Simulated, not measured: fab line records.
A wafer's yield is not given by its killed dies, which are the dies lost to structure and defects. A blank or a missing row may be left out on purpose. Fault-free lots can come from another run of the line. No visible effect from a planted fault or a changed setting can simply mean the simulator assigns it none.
Which of the tools did it? + flow sky130 + 10 lots with 30 wafers sampled at 5 steps, on a route of 708 steps

## WHAT EACH GAUGE READ, for each wafer
SKY_VIA3_OVL_MEAS_13.
| lot  | measured     | on         | VIA3_OVL (nm) |
|------|--------------|------------|---------------|
| L393 | day 40 03:25 | overlay-01 | 13 7 9        |
| L392 | day 40 04:29 | overlay-02 | -4 -1 3       |
| L395 | day 40 15:28 | overlay-02 | -9 -4 -4      |
| L398 | day 42 11:57 | overlay-01 | -3 2 -7       |
| L404 | day 44 03:02 | overlay-02 | -14 -13 -13   |
| L403 | day 44 09:59 | overlay-01 | 1 -1 2        |
| L406 | day 44 17:23 | overlay-02 | -9 -7 -10     |
| L410 | day 45 03:18 | overlay-02 | 0 -2 -6       |
| L412 | day 45 12:40 | overlay-01 | -3 1 -3       |
| L415 | day 46 04:05 | overlay-01 | -6 -4 -2      |

SKY_CAP2M_RS_MEAS_03: uses a four-point probe to measure.
| lot  | measured     | on            | CAP2M_TIN_RS (ohm/sq) |
|------|--------------|---------------|-----------------------|
| L393 | day 40 05:09 | film-metro-02 | 6.91 6.99 6.88        |
| L392 | day 40 06:25 | film-metro-02 | 7.00 6.98 7.02        |
| L395 | day 40 18:07 | film-metro-04 | 6.90 6.93 6.86        |
| L398 | day 42 13:43 | film-metro-02 | 6.91 6.94 6.86        |
| L404 | day 44 04:49 | film-metro-03 | 6.93 6.92 6.92        |
| L403 | day 44 11:46 | film-metro-04 | 6.94 6.90 6.90        |
| L406 | day 44 19:08 | film-metro-04 | 3.48 6.92 6.83        |
| L410 | day 45 05:05 | film-metro-04 | 6.78 6.68 6.73        |
| L412 | day 45 14:28 | film-metro-02 | 6.95 6.91 6.93        |
| L415 | day 46 07:01 | film-metro-04 | 6.70 6.71 6.79        |

SKY_CAP2M_THK_MEAS_04: measures by xrf.
| lot  | measured     | on            | CAP2M_TIN_THK (nm) |
|------|--------------|---------------|--------------------|
| L393 | day 40 05:16 | film-metro-02 | 198.1 196.0 199.3  |
| L392 | day 40 06:32 | film-metro-02 | 195.4 196.5 195.0  |
| L395 | day 40 18:14 | film-metro-04 | 201.1 198.4 201.2  |
| L398 | day 42 13:49 | film-metro-02 | 199.7 197.4 200.2  |
| L404 | day 44 04:56 | film-metro-03 | 198.7 198.7 199.9  |
| L403 | day 44 11:52 | film-metro-04 | 198.6 198.7 199.3  |
| L406 | day 44 19:16 | film-metro-04 | 389.4 199.0 202.1  |
| L410 | day 45 05:11 | film-metro-04 | 202.9 206.1 204.7  |
| L412 | day 45 14:34 | film-metro-02 | 197.7 199.6 199.3  |
| L415 | day 46 07:08 | film-metro-04 | 204.5 203.8 201.4  |

## WHAT TOOL EACH LOT RAN ON (gives the tool, then ch and the chambers of the sampled wafers, and finally the start)
| lot  | SKY_VIA3_STRIP_16                    | SKY_CAP2M_SPUTTER_02         |
|------|--------------------------------------|------------------------------|
| L393 | plasma-asher-01 ch 0,1, day 40 03:33 | pvd-sputter-01, day 40 05:02 |
| L392 | plasma-asher-01 ch 0,1, day 40 04:37 | pvd-sputter-03, day 40 06:18 |
| L395 | plasma-asher-04 ch 0,1, day 40 15:36 | pvd-sputter-02, day 40 18:01 |
| L398 | plasma-asher-04 ch 0,1, day 42 12:07 | pvd-sputter-03, day 42 13:34 |
| L404 | plasma-asher-01 ch 0,1, day 44 03:10 | pvd-sputter-01, day 44 04:42 |
| L403 | plasma-asher-03 ch 0,1, day 44 10:09 | pvd-sputter-03, day 44 11:37 |
| L406 | plasma-asher-03 ch 0,1, day 44 17:31 | pvd-sputter-03, day 44 19:01 |
| L410 | plasma-asher-03 ch 0,1, day 45 03:26 | pvd-sputter-01, day 45 04:57 |
| L412 | plasma-asher-04 ch 0, day 45 12:48   | pvd-sputter-01, day 45 14:20 |
| L415 | plasma-asher-01 ch 0,1, day 46 04:13 | pvd-sputter-02, day 46 06:54 |
- SKY_VIA3_STRIP_16: strips in O2/N2.
- SKY_CAP2M_SPUTTER_02: material TiN, target thk 200 nm, time 166.7 s.

## WHAT THE TOOLS THEMSELVES READ (means of the sampled wafers that have a number; where no wafer has one, the mark that the record gives instead)
SKY_VIA3_STRIP_16.
| lot  | tool            | drypump-motor-current-A (A) | oes-product-au (a.u.) | strip-time-to-endpoint-s (s) |
|------|-----------------|-----------------------------|-----------------------|------------------------------|
| L393 | plasma-asher-01 | 5.4                         | 0.395                 | 4.127                        |
| L392 | plasma-asher-01 | 5.4                         | 0.401                 | 4.167                        |
| L395 | plasma-asher-04 | 5.4                         | 0.400                 | 4.124                        |
| L398 | plasma-asher-04 | 5.6                         | 0.401                 | 4.158                        |
| L404 | plasma-asher-01 | 5.5                         | 0.400                 | 4.151                        |
| L403 | plasma-asher-03 | 5.9                         | 0.409                 | 4.170                        |
| L406 | plasma-asher-03 | 5.5                         | 0.403                 | 4.176                        |
| L410 | plasma-asher-03 | 5.6                         | 0.404                 | 4.172                        |
| L412 | plasma-asher-04 | 5.8                         | 0.408                 | 4.164                        |
| L415 | plasma-asher-01 | 5.5                         | 0.405                 | 4.168                        |

SKY_CAP2M_SPUTTER_02.
| lot  | tool           | chamber-pressure-pa (Pa) | throttle-valve-pct (%) |
|------|----------------|--------------------------|------------------------|
| L393 | pvd-sputter-01 | 0.3992                   | 29.4                   |
| L392 | pvd-sputter-03 | 0.4001                   | 29.1                   |
| L395 | pvd-sputter-02 | 0.3989                   | 30.1                   |
| L398 | pvd-sputter-03 | 0.3996                   | 29.1                   |
| L404 | pvd-sputter-01 | 0.3994                   | 29.9                   |
| L403 | pvd-sputter-03 | 0.3993                   | 29.6                   |
| L406 | pvd-sputter-03 | 0.4006                   | 29.6                   |
| L410 | pvd-sputter-01 | 0.4001                   | 29.7                   |
| L412 | pvd-sputter-01 | 0.3994                   | 29.7                   |
| L415 | pvd-sputter-02 | 0.4000                   | 29.9                   |

## THE ANSWER, worked out from the rows above alone
Rule: usual is defined by the lots themselves. The widest of any qualifying gaps counts: lots, ordered by their means at a reading, are off when they make up no more than a third of the lots, leave a main group of 4 or more, and stand apart from it by 3 or more times the standard deviation of that group's means. A main group whose means are all the same, to the digits that the tables above print for the reading, isn't used. Also off: a lot with no number at a reading for which 4 or more lots have one. Where the step has rows for the other lots, those lots are counted as sound. The gauges are gone through in route order, then the tools' own readings, and for those a lot's mean is taken as printed above. At the first step where some lot is off, the reading lying furthest off is the one used; lots without a number count as furthest.
Off: L406, seen at SKY_CAP2M_RS_MEAS_03 (CAP2M_TIN_RS). Mean 6.88 ohm/sq and standard deviation 0.086 in the main group.
A tool fits if, at a process step before that reading, it ran every lot that is off, and no sound lot after the first of them. Gauges at SKY_CAP2M_RS_MEAS_03: tried the same way as those tools. One candidate fits, namely pvd-sputter-03 at SKY_CAP2M_SPUTTER_02. A fault onset in the window from L403 (day 44 11:37, its last sound lot) to L406 (day 44 19:01, its first lot off) fits.

## WHAT THE SIMULATOR PUT IN
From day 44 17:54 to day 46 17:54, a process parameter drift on pvd-sputter-03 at SKY_CAP2M_SPUTTER_02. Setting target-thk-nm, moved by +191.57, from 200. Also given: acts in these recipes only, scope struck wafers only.
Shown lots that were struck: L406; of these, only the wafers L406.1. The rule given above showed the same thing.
